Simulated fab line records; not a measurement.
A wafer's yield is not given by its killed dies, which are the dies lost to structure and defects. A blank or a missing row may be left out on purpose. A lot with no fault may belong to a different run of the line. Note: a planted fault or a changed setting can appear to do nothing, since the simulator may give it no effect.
Which tool is to blame? | flow sfq line | 21 wafers sampled from 7 lots at 1 step of a route of 325

## WHAT THE GAUGES READ, wafer by wafer
SFQ_L0_RS_MEAS_901: the measuring method here is four-point-probe.
lot  | measured    | on            | L0_MONX_KI_RS (ohm/sq)
L867 | day 1 22:36 | film metro-01 | 43.8 43.8 44.4
L872 | day 2 23:34 | film metro-03 | 44.1 44.5 44.2
L875 | day 3 14:34 | film metro-01 | 42.5 42.7 42.5
L877 | day 4 00:36 | film metro-04 | 44.0 43.0 43.2
L880 | day 4 15:35 | film metro-03 | 43.7 43.3 43.6
L882 | day 5 01:34 | film metro-01 | 43.3 43.7 43.6
L887 | day 6 02:36 | film metro-01 | 42.2 42.6 42.2

## WHICH TOOL RAN EACH LOT (tool, then ch and the chambers of the sampled wafers, then the start)
The record shows no process step preceding these readings.

## THE ANSWER, worked out from the rows above alone
Rule: the usual values come from the lots themselves. The widest of any qualifying gaps counts: lots, ordered by their means at a reading, are off when they make up no more than a third of the lots, leave a main group of 4 or more, and stand apart from it by 3 or more times the standard deviation of that group's means. The tables above print the reading to a certain number of digits; a main group whose means all agree to those digits is not used. A lot without any number at a reading at which 4 lots or more have one is off too. The other lots that the step has rows for count as sound.
No lot is off at any reading shown: from this, nothing can be told.

## WHAT THE SIMULATOR PUT IN
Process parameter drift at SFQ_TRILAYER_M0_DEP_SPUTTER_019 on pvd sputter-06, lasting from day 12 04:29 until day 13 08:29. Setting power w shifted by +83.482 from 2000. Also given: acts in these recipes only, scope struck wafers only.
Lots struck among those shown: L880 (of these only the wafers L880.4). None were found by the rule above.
